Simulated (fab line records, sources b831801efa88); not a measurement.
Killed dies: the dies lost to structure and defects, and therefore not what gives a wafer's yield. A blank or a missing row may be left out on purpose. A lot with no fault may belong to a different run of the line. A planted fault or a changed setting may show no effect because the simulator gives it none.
fab line records	flow sky130
record lots=6	wafers=18	last-day=50
route steps=708 shown PWDE@52 NWELL@56 PAD_OPEN@708
lots that met no fault: taken from a fault-free run of the same line
start-h: start of the lot's first displayed wafer, in hours after the record's first day	wait-h: hours from the lot's prior step to this one	" as in the row above	L1.1+2: a single row standing in for several wafers	- either no value or no given start	* or withheld: withheld	< > ~ a bound
route shown NAME@n: NAME is a module with steps in the file, n the number in the route of the first one	usual: the fault-free wafers' mean and standard deviation	same: alike in all rows	chamber/n: place in a boat	sites: per-site readings	_std_site: the values' standard deviation	_edge_site: mean of outer sites minus mean of inner sites	radius-mm: how far each site lies from the wafer's centre	mask NAME#n: copy n	behind: tool/chamber where the wafer was last shaped	hold: what put the lot on hold/how long, in hours/how the hold closed	device: which transistor (n, p or np) failed to switch	end of line: at the end of the route, the tests of the same wafers	a step without rows: its recipe alone	killed: dies lost to structure and defects at the first sort, not the wafer's yield	map: the dies of a wafer, with x for killed, . for not killed, _ for no die there
set.NAME: the setting the step ran with; set.NAME@STEP: the setting that earlier step ran with	model.NAME: the simulator's own value behind a step, which no gauge read
lots at some steps of the route; a table a step, a row a wafer
services: when a tool's chamber went out of use (start-h, in hours from the record's first day, below 0 if earlier), for how many hours, and the reason
## steps
# step SKY_PWDE_OVL_MEAS_07
# usual PWDE_OVL=1.0/2.3
lot.wafer	tool	chamber	start-h	wait-h	PWDE_OVL[nm]
L535.2	overlay-01	-	80.93	-	-4.0
L535.4	"	-	"	"	-3.7
L535.5	"	-	"	"	-3.1
L543.2	overlay-02	-	126.55	-	1.0
L543.3	"	-	"	"	-1.1
L543.6	"	-	"	"	0.2
L547.1	overlay-02	-	144.76	-	2.4
L547.2	"	-	"	"	2.5
L547.6	"	-	"	"	2.4
L548.1	overlay-01	-	151.39	-	-2.5
L548.5	"	-	"	"	-3.2
L548.6	"	-	"	"	-1.6
L550.1	overlay-01	-	163.84	-	-1.2
L550.2	"	-	"	"	-0.5
L550.3	"	-	"	"	-1.5
L554.1	overlay-02	-	186.94	-	3.5
L554.4	"	-	"	"	2.4
L554.5	"	-	"	"	2.7
# step SKY_PWDE_IMPLANT_08
# recipe species=B	energy-kev=150	dose-cm2=3.6e+12	tilt-deg=withheld
# step SKY_PWDE_STRIP_09
# recipe chemistry=O2/N2	power-w=1400	pressure-mtorr=1500	platen-temp-c=withheld	o2-flow-sccm=3000	n2-flow-sccm=300	overash-fraction=0.5
# usual drypump-motor-current-A=5.6/0.35	n2-flow-sccm=299.9/0.83	oes-product-au=0.722/0.0047	strip-time-to-endpoint-s=36.96/0.11
lot.wafer	tool	chamber	start-h	wait-h	drypump-motor-current-A	n2-flow-sccm	oes-product-au	rf-hours-counter-h	strip-time-to-endpoint-s
L535.2	plasma-asher-02	1	81.11	0.1	6.1	299.3	0.731	40	37.14
L535.4	"	0	"	"	5.7	301.5	0.723	-	36.97
L535.5	"	0	"	"	5.7	301.1	0.728	-	37.05
L543.2	plasma-asher-01	0	126.73	0.1	5.1	300.6	0.723	30	37.01
L543.3	"	0	"	"	5.1	298.8	0.726	-	36.99
L543.6	"	1	"	"	5.1	299.3	0.716	-	37.01
L547.1	plasma-asher-02	1	144.95	0.1	6.1	300.9	0.719	47	36.86
L547.2	"	0	"	"	5.7	299.5	0.720	47	36.99
L547.6	"	1	"	"	6.1	299.4	0.720	-	36.93
L548.1	plasma-asher-02	1	151.58	0.1	6.1	300.1	0.719	48	36.83
L548.5	"	1	"	"	6.1	299.4	0.718	-	36.70
L548.6	"	0	"	"	5.7	300.6	0.721	-	36.72
L550.1	plasma-asher-02	1	164.03	0.1	6.1	300.2	0.723	49	36.84
L550.2	"	0	"	"	5.6	300.9	0.716	49	36.78
L550.3	"	0	"	"	5.7	301.4	0.719	-	36.86
L554.1	plasma-asher-02	1	187.13	0.1	6.1	300.3	0.718	51	36.99
L554.4	"	1	"	"	6.1	299.4	0.719	-	37.06
L554.5	"	0	"	"	5.7	301.5	0.728	-	37.12
# step SKY_PWDE_TW_MEAS_10
# usual PWDE_TW=376/3.4
lot.wafer	tool	chamber	start-h	wait-h	PWDE_TW
L535.2	film-metro-01	-	81.22	0.1	380
L535.4	"	-	"	"	382
L535.5	"	-	"	"	384
L543.2	film-metro-01	-	126.84	0.1	378
L543.3	"	-	"	"	381
L543.6	"	-	"	"	379
L547.1	film-metro-01	-	145.06	0.1	379
L547.2	"	-	"	"	379
L547.6	"	-	"	"	380
L548.1	film-metro-01	-	151.68	0.1	380
L548.5	"	-	"	"	380
L548.6	"	-	"	"	379
L550.1	film-metro-04	-	164.13	0.1	376
L550.2	"	-	"	"	378
L550.3	"	-	"	"	377
L554.1	film-metro-03	-	187.23	0.1	373
L554.4	"	-	"	"	373
L554.5	"	-	"	"	372
# step SKY_NWELL_DEHYDRATE_03
# recipe temp-c=200	time-s=60
# step SKY_NWELL_HMDS_04
# recipe prime-time-s=60	prime-temp-c=120
# step SKY_NWELL_COAT_05
# recipe spin-rpm=2000	resist-thk-nm=3000
# step SKY_NWELL_SOFTBAKE_06
# recipe temp-c=110	time-s=withheld
# step SKY_NWELL_EXPOSE_07
# recipe mask-id=NWM	na=0.6	source-shape=conventional	sigma-outer=0.6	polarization=unpolarized	target-cd-nm=840	dose-mj=255
# step SKY_NWELL_PEB_08
# recipe temp-c=115	time-s=withheld
# step SKY_NWELL_DEVELOP_09
# recipe wall-angle-deg=90	developer=TMAH	develop-time-s=61.01	dev-temp-c=23
# step SKY_NWELL_OVL_MEAS_10
# usual NWELL_00_OVL=1.5/1.2
lot.wafer	tool	chamber	start-h	wait-h	NWELL_00_OVL[nm]
L535.2	overlay-01	-	98.42	-	1.7
L535.4	"	-	"	"	1.0
L535.5	"	-	"	"	0.3
L543.2	overlay-01	-	145.56	-	0.8
L543.3	"	-	"	"	0.5
L543.6	"	-	"	"	1.6
L547.1	overlay-02	-	165.20	-	0.2
L547.2	"	-	"	"	1.4
L547.6	"	-	"	"	2.6
L548.1	overlay-02	-	171.80	-	1.0
L548.5	"	-	"	"	0.0
L548.6	"	-	"	"	-0.3
L550.1	overlay-02	-	184.55	-	3.4
L550.2	"	-	"	"	1.0
L550.3	"	-	"	"	2.9
L554.1	overlay-01	-	208.79	-	1.5
L554.4	"	-	"	"	-0.1
L554.5	"	-	"	"	0.3
# step SKY_NWELL_IMPLANT_11
# recipe species=P	energy-kev=400	dose-cm2=1.9e+13	tilt-deg=withheld
# usual dose-ions-cm2=1.9e+13/2.2e+10	end-station-pressure-torr=5.06e-06/2.9e-07
lot.wafer	tool	chamber	start-h	wait-h	dose-ions-cm2	end-station-pressure-torr
L535.2	implanter-02	0	98.47	0.0	1.9002e+13	5.33e-06
L535.4	"	0	"	"	1.898e+13	4.79e-06
L535.5	"	0	"	"	1.8989e+13	4.3e-06
L543.2	implanter-02	0	145.61	0.0	1.8992e+13	4.91e-06
L543.3	"	0	"	"	1.8983e+13	5.02e-06
L543.6	"	0	"	"	1.8991e+13	4.92e-06
L547.1	implanter-02	0	165.24	0.0	1.8389e+13	4.99e-06
L547.2	"	0	"	"	1.8429e+13	5.59e-06
L547.6	"	0	"	"	1.8417e+13	4.65e-06
L548.1	implanter-04	0	171.84	0.0	1.9019e+13	5.35e-06
L548.5	"	0	"	"	1.9015e+13	4.5e-06
L548.6	"	0	"	"	1.8976e+13	5.11e-06
L550.1	implanter-02	0	184.59	0.0	1.8411e+13	5.07e-06
L550.2	"	0	"	"	1.8413e+13	4.81e-06
L550.3	"	0	"	"	1.8431e+13	5.25e-06
L554.1	implanter-04	0	208.83	0.0	1.9014e+13	5.16e-06
L554.4	"	0	"	"	1.8973e+13	5.08e-06
L554.5	"	0	"	"	1.9029e+13	4.96e-06
# step SKY_NWELL_IMPLANT_12
# recipe species=P	energy-kev=120	dose-cm2=1.3e+12	tilt-deg=withheld
# step SKY_NWELL_IMPLANT_13
# recipe species=P	energy-kev=50	dose-cm2=7e+11	tilt-deg=withheld
# step SKY_NWELL_STRIP_14
# recipe chemistry=O2/N2	power-w=1400	pressure-mtorr=1500	platen-temp-c=withheld	o2-flow-sccm=3000	n2-flow-sccm=300	overash-fraction=0.5
# usual drypump-motor-current-A=5.42/0.28	n2-flow-sccm=299.9/0.76	oes-product-au=0.722/0.0048	strip-time-to-endpoint-s=36.94/0.11
lot.wafer	tool	chamber	start-h	wait-h	drypump-motor-current-A	n2-flow-sccm	oes-product-au	rf-hours-counter-h	strip-time-to-endpoint-s
L535.2	plasma-asher-04	0	98.90	0.1	5.72	299.4	0.720	43	36.98
L535.4	"	1	"	"	5.59	298.8	0.723	-	37.03
L535.5	"	1	"	"	5.60	300.9	0.717	-	36.99
L543.2	plasma-asher-03	0	146.04	0.1	5.75	299.9	0.718	3	36.83
L543.3	"	0	"	"	5.75	299.5	0.716	-	36.90
L543.6	"	1	"	"	5.41	300.6	0.724	-	36.92
L547.1	plasma-asher-03	0	165.69	0.1	5.76	300.3	0.717	5	36.87
L547.2	"	1	"	"	5.44	300.6	0.725	5	36.91
L547.6	"	0	"	"	5.81	299.5	0.724	-	36.93
L548.1	plasma-asher-01	1	172.29	0.1	5.15	298.6	0.723	35	36.87
L548.5	"	1	"	"	5.12	299.6	0.722	-	36.95
L548.6	"	0	"	"	5.09	299.7	0.718	-	36.95
L550.1	plasma-asher-03	0	185.04	0.1	5.80	300.7	0.723	6	36.89
L550.2	"	1	"	"	5.43	300.2	0.720	6	36.98
L550.3	"	1	"	"	5.42	300.2	0.725	-	36.90
L554.1	plasma-asher-03	1	209.28	0.1	5.42	301.5	0.725	8	37.04
L554.4	"	0	"	"	5.80	300.4	0.730	-	37.03
L554.5	"	1	"	"	5.42	300.6	0.716	-	37.00
# step SKY_NWELL_TW_MEAS_15
# usual NWELL_TW=1835/15
lot.wafer	tool	chamber	start-h	wait-h	NWELL_TW
L535.2	film-metro-03	-	99.01	0.1	1817
L535.4	"	-	"	"	1818
L535.5	"	-	"	"	1810
L543.2	film-metro-01	-	146.15	0.1	1845
L543.3	"	-	"	"	1844
L543.6	"	-	"	"	1849
L547.1	film-metro-03	-	165.79	0.1	1795
L547.2	"	-	"	"	1793
L547.6	"	-	"	"	1796
L548.1	film-metro-01	-	172.39	0.1	1846
L548.5	"	-	"	"	1853
L548.6	"	-	"	"	1850
L550.1	film-metro-03	-	185.14	0.1	1800
L550.2	"	-	"	"	1802
L550.3	"	-	"	"	1804
L554.1	film-metro-03	-	209.38	0.1	1812
L554.4	"	-	"	"	1821
L554.5	"	-	"	"	1820
# step SKY_NWELL_DEHYDRATE_16
# recipe temp-c=200	time-s=60
# step SKY_NWELL_HMDS_17
# recipe prime-time-s=60	prime-temp-c=120
# step SKY_NWELL_COAT_18
# recipe spin-rpm=2000	resist-thk-nm=3000
# step SKY_NWELL_SOFTBAKE_19
# recipe temp-c=110	time-s=withheld
# step SKY_NWELL_EXPOSE_20
# recipe mask-id=NWM_COMPLEMENT	na=0.6	source-shape=conventional	sigma-outer=0.6	polarization=unpolarized	target-cd-nm=840	dose-mj=260
# step SKY_NWELL_PEB_21
# recipe temp-c=115	time-s=withheld
# step SKY_NWELL_DEVELOP_22
# recipe wall-angle-deg=90	developer=TMAH	develop-time-s=60	dev-temp-c=23
# step SKY_NWELL_OVL_MEAS_23
# usual NWELL_01_OVL=-0.8/1.1
lot.wafer	tool	chamber	start-h	wait-h	NWELL_01_OVL[nm]
L535.2	overlay-01	-	116.76	-	-0.4
L535.4	"	-	"	"	-0.1
L535.5	"	-	"	"	-0.8
L543.2	overlay-02	-	165.77	-	0.4
L543.3	"	-	"	"	-0.8
L543.6	"	-	"	"	0.1
L547.1	overlay-02	-	186.29	-	-2.2
L547.2	"	-	"	"	-2.0
L547.6	"	-	"	"	-2.2
L548.1	overlay-02	-	193.61	-	-0.1
L548.5	"	-	"	"	0.2
L548.6	"	-	"	"	0.0
L550.1	overlay-02	-	206.85	-	-0.8
L550.2	"	-	"	"	-0.1
L550.3	"	-	"	"	-1.6
L554.1	overlay-02	-	232.39	-	1.9
L554.4	"	-	"	"	1.0
L554.5	"	-	"	"	1.8
# step SKY_NWELL_IMPLANT_24
# recipe species=B	energy-kev=140	dose-cm2=9.2e+12	tilt-deg=withheld
# step SKY_NWELL_STRIP_25
# recipe chemistry=O2/N2	power-w=1400	pressure-mtorr=1500	platen-temp-c=withheld	o2-flow-sccm=3000	n2-flow-sccm=300	overash-fraction=0.5
# usual drypump-motor-current-A=5.46/0.27	n2-flow-sccm=299.9/0.92	oes-product-au=0.722/0.0044	strip-time-to-endpoint-s=36.93/0.11
lot.wafer	tool	chamber	start-h	wait-h	drypump-motor-current-A	n2-flow-sccm	oes-product-au	rf-hours-counter-h	strip-time-to-endpoint-s
L535.2	plasma-asher-01	1	116.94	0.1	5.14	299.5	0.730	29	36.89
L535.4	"	0	"	"	5.09	298.2	0.722	-	36.83
L535.5	"	0	"	"	5.07	297.9	0.716	-	36.89
L543.2	plasma-asher-04	1	165.95	0.1	5.56	299.8	0.720	50	36.78
L543.3	"	1	"	"	5.61	300.6	0.728	-	36.71
L543.6	"	1	"	"	5.58	301.4	0.720	-	36.82
L547.1	plasma-asher-03	1	186.48	0.1	5.40	299.6	0.723	7	36.96
L547.2	"	0	"	"	5.79	300.9	0.721	7	36.95
L547.6	"	0	"	"	5.81	300.8	0.726	-	36.99
L548.1	plasma-asher-01	0	193.80	0.1	5.10	301.4	0.725	37	36.98
L548.5	"	0	"	"	5.10	300.2	0.731	-	36.94
L548.6	"	1	"	"	5.15	300.9	0.719	-	36.98
L550.1	plasma-asher-03	0	207.04	0.1	5.80	299.7	0.722	8	36.96
L550.2	"	1	"	"	5.42	299.1	0.725	8	37.06
L550.3	"	1	"	"	5.43	299.8	0.720	-	37.05
L554.1	plasma-asher-04	1	232.58	0.1	5.59	300.2	0.733	56	37.01
L554.4	"	1	"	"	5.64	299.5	0.714	-	36.95
L554.5	"	0	"	"	5.73	299.7	0.718	-	37.00
# step SKY_NWELL_TW_MEAS_26
# usual NWELL_2_TW=500/3.8
lot.wafer	tool	chamber	start-h	wait-h	NWELL_2_TW
L535.2	film-metro-04	-	117.05	0.1	501
L535.4	"	-	"	"	501
L535.5	"	-	"	"	500
L543.2	film-metro-04	-	166.06	0.1	500
L543.3	"	-	"	"	499
L543.6	"	-	"	"	499
L547.1	film-metro-03	-	186.58	0.1	494
L547.2	"	-	"	"	496
L547.6	"	-	"	"	498
L548.1	film-metro-04	-	193.90	0.1	504
L548.5	"	-	"	"	502
L548.6	"	-	"	"	502
L550.1	film-metro-03	-	207.14	0.1	498
L550.2	"	-	"	"	496
L550.3	"	-	"	"	496
L554.1	film-metro-01	-	232.68	0.1	496
L554.4	"	-	"	"	499
L554.5	"	-	"	"	495
# step SKY_NWELL_CLEAN_27
# recipe chemistry=SC1/SC2	mix=1:4:20	temp-c=70	time-s=155.1	dry=n2-spin
# step SKY_NWELL_RTA_28
# recipe temp-c=1050	time-s=30	idle-temp-c=650	ramp-up-c-per-s=150	ramp-down-c-per-s=90	ambient=N2
# usual chamber-o2-ppm=1.993/0.02	lamp-power-pct=25.31/0.055	wafer_temp_C_max=1054.8/1
# same time-s=30
lot.wafer	tool	chamber	start-h	wait-h	chamber-o2-ppm	lamp-power-pct	wafer_temp_C_max
L535.2	rtp-anneal-01	0	117.16	0.0	1.989	25.31	1054.8
L535.4	"	0	"	"	1.991	25.34	1054.2
L535.5	"	0	"	"	2.012	25.30	1054.2
L543.2	rtp-anneal-01	0	166.19	0.0	2.028	25.23	1055.6
L543.3	"	0	"	"	2.029	25.23	1055.0
L543.6	"	0	"	"	2.009	25.30	1054.8
L547.1	rtp-anneal-02	0	186.69	0.0	2.002	25.35	1056.1
L547.2	"	0	"	"	1.987	25.28	1055.7
L547.6	"	0	"	"	1.962	25.25	1055.8
L548.1	rtp-anneal-02	0	194.01	0.0	1.986	25.36	1054.4
L548.5	"	0	"	"	2.014	25.31	1054.3
L548.6	"	0	"	"	2.007	25.35	1054.8
L550.1	rtp-anneal-02	0	207.25	0.0	1.948	25.28	1053.3
L550.2	"	0	"	"	1.983	25.31	1054.1
L550.3	"	0	"	"	1.980	25.30	1056.6
L554.1	rtp-anneal-02	0	232.80	0.0	1.987	25.35	1054.0
L554.4	"	0	"	"	2.006	25.33	1055.2
L554.5	"	0	"	"	1.981	25.32	1055.4
# step SKY_NWELL_RS_MEAS_29
# recipe thk-meas-gauge=four-point-probe
# usual NWELL_RS=624.1/1.3
lot.wafer	tool	chamber	start-h	wait-h	NWELL_RS[ohm/sq]
L535.2	film-metro-03	-	117.27	0.1	625.4
L535.4	"	-	"	"	626.9
L535.5	"	-	"	"	624.6
L543.2	film-metro-01	-	166.38	0.2	622.0
L543.3	"	-	"	"	623.8
L543.6	"	-	"	"	625.0
L547.1	film-metro-01	-	186.89	0.2	633.8
L547.2	"	-	"	"	633.6
L547.6	"	-	"	"	633.8
L548.1	film-metro-01	-	194.11	0.1	624.1
L548.5	"	-	"	"	622.0
L548.6	"	-	"	"	624.0
L550.1	film-metro-04	-	207.35	0.1	633.9
L550.2	"	-	"	"	635.4
L550.3	"	-	"	"	635.2
L554.1	film-metro-03	-	232.90	0.1	623.7
L554.4	"	-	"	"	624.7
L554.5	"	-	"	"	623.8
# step SKY_PAD_OPEN_PROBE_99
# usual killed_at_M0_to_M3=43/7.7	killed_at_M4_up=3.0/1.7	killed-at-contacts=24/5.2	killed-at-front-end=15/4.5	killed-at-other=0.3/0.5	killed-dies=85/9.5	killed-open=47/6.6	killed-short=38/6.6
# same gross-dies=492	killed-at-back-side=0
lot.wafer	tool	chamber	start-h	wait-h	killed_at_M0_to_M3	killed_at_M4_up	killed-at-contacts	killed-at-front-end	killed-at-other	killed-dies	killed-open	killed-short
L535.2	prober-01	-	1102.26	0.1	43	2	21	14	1	81	43	38
L535.4	prober-01	-	1102.36	0.2	43	2	26	12	0	83	49	34
L535.5	prober-01	-	1102.41	0.2	42	1	23	8	0	74	41	33
L543.2	prober-01	-	1135.19	0.1	34	4	23	14	0	75	42	33
L543.3	prober-01	-	1135.24	0.2	33	4	28	23	0	88	58	30
L543.6	prober-01	-	1135.39	0.3	41	4	23	14	0	82	44	38
L548.1	prober-01	-	1169.54	0.1	40	3	23	13	1	80	44	36
L548.5	prober-01	-	1169.74	0.2	34	1	30	16	0	81	40	41
L548.6	prober-01	-	1169.79	0.2	50	3	22	16	0	91	45	46
L547.1	prober-01	-	1172.05	0.1	47	4	24	16	1	92	51	41
L547.2	prober-01	-	1172.10	0.1	44	0	17	14	0	75	44	31
L547.6	prober-01	-	1172.30	0.2	58	4	24	20	0	106	63	43
L550.1	prober-01	-	1175.13	0.1	35	2	30	17	0	84	43	41
L550.2	prober-01	-	1175.18	0.1	42	2	31	12	1	88	50	38
L550.3	prober-01	-	1175.23	0.2	35	1	21	12	0	69	43	26
L554.1	prober-02	-	1188.21	0.1	45	3	24	16	1	89	56	33
L554.4	prober-02	-	1188.36	0.2	56	4	29	20	0	109	63	46
L554.5	prober-02	-	1188.41	0.2	67	2	20	13	1	103	60	43
# killed by level:class
L535.2 CONTACT:geometric-particle:open=8 VIA2:geometric-particle:open=7 METAL2:geometric-particle:short=6 METAL3:geometric-particle:short=6 VIA1:geometric-particle:open=6 FIELD_ISO:geometric-particle:open=5 METAL1:geometric-particle:short=5 VIA3:geometric-particle:open=5
L535.4 CONTACT:geometric-particle:open=9 LI_CONTACT:geometric-particle:open=8 VIA1:geometric-particle:open=8 METAL2:geometric-particle:short=7 VIA2:geometric-particle:open=7 VIA3:geometric-particle:open=7 FIELD_ISO:geometric-particle:short=4 FIELD_ISO:geometric-particle:open=3
L535.5 CONTACT:geometric-particle:open=9 VIA1:geometric-particle:open=7 METAL1:geometric-particle:short=7 LOCAL_INTERCONNECT:geometric-particle:short=6 METAL2:geometric-particle:short=6 VIA2:geometric-particle:open=6 VIA1:geometric-particle:short=5 LI_CONTACT:geometric-particle:open=4
L543.2 LI_CONTACT:geometric-particle:open=8 CONTACT:geometric-particle:open=6 CONTACT:geometric-particle:short=6 VIA2:geometric-particle:short=6 VIA3:geometric-particle:open=6 POLY_GATE:geometric-particle:open=5 VIA1:geometric-particle:open=5 VIA2:geometric-particle:open=4
L543.3 LI_CONTACT:geometric-particle:open=14 VIA1:geometric-particle:open=10 CONTACT:geometric-particle:open=9 FIELD_ISO:geometric-particle:open=7 VIA2:geometric-particle:open=7 POLY_GATE:geometric-particle:short=6 POLY_GATE:geometric-particle:open=5 FIELD_ISO:geometric-particle:short=4
L543.6 VIA1:geometric-particle:open=14 METAL2:geometric-particle:short=8 LI_CONTACT:geometric-particle:short=5 LI_CONTACT:geometric-particle:open=5 CONTACT:geometric-particle:open=5 VIA3:geometric-particle:open=5 POLY_GATE:geometric-particle:open=4 CONTACT:geometric-particle:short=4
L548.1 LI_CONTACT:geometric-particle:open=9 VIA1:geometric-particle:open=9 VIA2:geometric-particle:open=8 CONTACT:geometric-particle:short=7 VIA3:geometric-particle:open=6 METAL2:geometric-particle:short=5 FIELD_ISO:geometric-particle:short=4 CONTACT:geometric-particle:open=4
L548.5 CONTACT:geometric-particle:open=14 FIELD_ISO:geometric-particle:open=7 FIELD_ISO:geometric-particle:short=6 VIA1:geometric-particle:open=5 VIA1:geometric-particle:short=5 CONTACT:geometric-particle:short=5 LI_CONTACT:geometric-particle:open=5 METAL2:geometric-particle:short=5
L548.6 METAL1:geometric-particle:short=9 VIA2:geometric-particle:open=9 CONTACT:geometric-particle:open=8 METAL2:geometric-particle:short=8 VIA1:geometric-particle:short=6 LI_CONTACT:geometric-particle:open=6 FIELD_ISO:geometric-particle:short=5 VIA1:geometric-particle:open=5
L547.1 VIA1:geometric-particle:open=15 CONTACT:geometric-particle:open=12 VIA1:geometric-particle:short=8 VIA2:geometric-particle:open=7 LOCAL_INTERCONNECT:geometric-particle:short=5 FIELD_ISO:geometric-particle:short=4 METAL1:geometric-particle:short=4 METAL2:geometric-particle:short=4
L547.2 VIA1:geometric-particle:open=8 POLY_GATE:geometric-particle:open=7 CONTACT:geometric-particle:open=7 METAL1:geometric-particle:short=7 VIA3:geometric-particle:open=7 VIA2:geometric-particle:open=6 VIA1:geometric-particle:short=5 METAL3:geometric-particle:short=5
L547.6 VIA1:geometric-particle:open=20 CONTACT:geometric-particle:open=9 POLY_GATE:geometric-particle:open=7 LI_CONTACT:geometric-particle:open=7 METAL3:geometric-particle:short=7 VIA1:geometric-particle:short=6 VIA3:geometric-particle:open=6 LOCAL_INTERCONNECT:geometric-particle:short=5
L550.1 VIA1:geometric-particle:open=10 LI_CONTACT:geometric-particle:open=9 CONTACT:geometric-particle:open=8 POLY_GATE:geometric-particle:short=7 VIA3:geometric-particle:short=7 LOCAL_INTERCONNECT:geometric-particle:short=6 VIA3:geometric-particle:open=5 POLY_GATE:geometric-particle:open=4
L550.2 CONTACT:geometric-particle:open=10 VIA3:geometric-particle:open=9 LOCAL_INTERCONNECT:geometric-particle:short=8 VIA1:geometric-particle:open=8 VIA2:geometric-particle:open=7 LI_CONTACT:geometric-particle:open=5 CONTACT:geometric-particle:short=5 METAL2:geometric-particle:short=5
L550.3 VIA1:geometric-particle:open=8 LI_CONTACT:geometric-particle:open=7 CONTACT:geometric-particle:open=7 VIA3:geometric-particle:open=7 VIA3:geometric-particle:short=5 FIELD_ISO:geometric-particle:short=4 LI_CONTACT:geometric-particle:short=4 VIA2:geometric-particle:open=4
L554.1 VIA1:geometric-particle:open=11 VIA2:geometric-particle:open=10 CONTACT:geometric-particle:short=9 FIELD_ISO:geometric-particle:open=8 CONTACT:geometric-particle:open=8 LI_CONTACT:geometric-particle:open=5 VIA3:geometric-particle:open=5 FIELD_ISO:geometric-particle:short=4
L554.4 VIA1:geometric-particle:open=16 LI_CONTACT:geometric-particle:open=11 METAL2:geometric-particle:short=11 CONTACT:geometric-particle:open=10 FIELD_ISO:geometric-particle:open=7 METAL1:geometric-particle:short=7 VIA3:geometric-particle:open=7 FIELD_ISO:geometric-particle:short=5
L554.5 VIA1:geometric-particle:open=17 VIA2:geometric-particle:open=12 METAL2:geometric-particle:short=8 METAL1:geometric-particle:short=7 VIA1:geometric-particle:short=7 VIA3:geometric-particle:open=7 LI_CONTACT:geometric-particle:open=5 CONTACT:geometric-particle:open=5
## services
tool	chamber	start-h	hours	kind
implanter-04	-	60.24	1.3	repair
rtp-anneal-02	-	64.95	4.8	pm
implanter-04	-	77.57	3.0	pm
plasma-asher-03	-	108.75	9.0	pm
plasma-asher-03	0	108.75	9.0	vent-cycle
plasma-asher-03	1	108.75	9.0	vent-cycle
plasma-asher-03	0	117.75	-	clean
plasma-asher-03	1	117.75	-	clean
implanter-04	-	188.22	2.3	repair
plasma-asher-03	-	194.28	5.4	repair
plasma-asher-04	-	199.25	1.9	repair
plasma-asher-01	-	211.20	2.1	repair
## key
first-sign step=SKY_NWELL_IMPLANT_11	reading=dose-ions-cm2	direction=down	sigmas=26	usual=*	struck=*
effect step=SKY_NWELL_TW_MEAS_15	reading=NWELL_TW	direction=down	sigmas=2.4	usual=1835	struck=1798
effect step=SKY_NWELL_RS_MEAS_29	reading=NWELL_RS	direction=up	sigmas=7.6	usual=624.1	struck=634.3
met-at SKY_NWELL_IMPLANT_11
struck-wafers L547.1,L547.2,L547.6,L550.1,L550.2,L550.3
tester-left-out L547,L550
onset-between 145.61 165.24
fault kind=process-parameter-drift	tool=implanter-02	chamber=-	onset-h=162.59	steps=SKY_NWELL_IMPLANT_11	channel=dose-cm2	offset=*	shape=step	end-h=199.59	acts-in=*	stated=*
# tester-left-out: of these lots the tester's yield and bins aren't shown, on N5 and GAA mostly nor the transistor test; their killed dies are dies lost to structure and defects alone, not to doping, threshold or leakage, so they don't give the yield
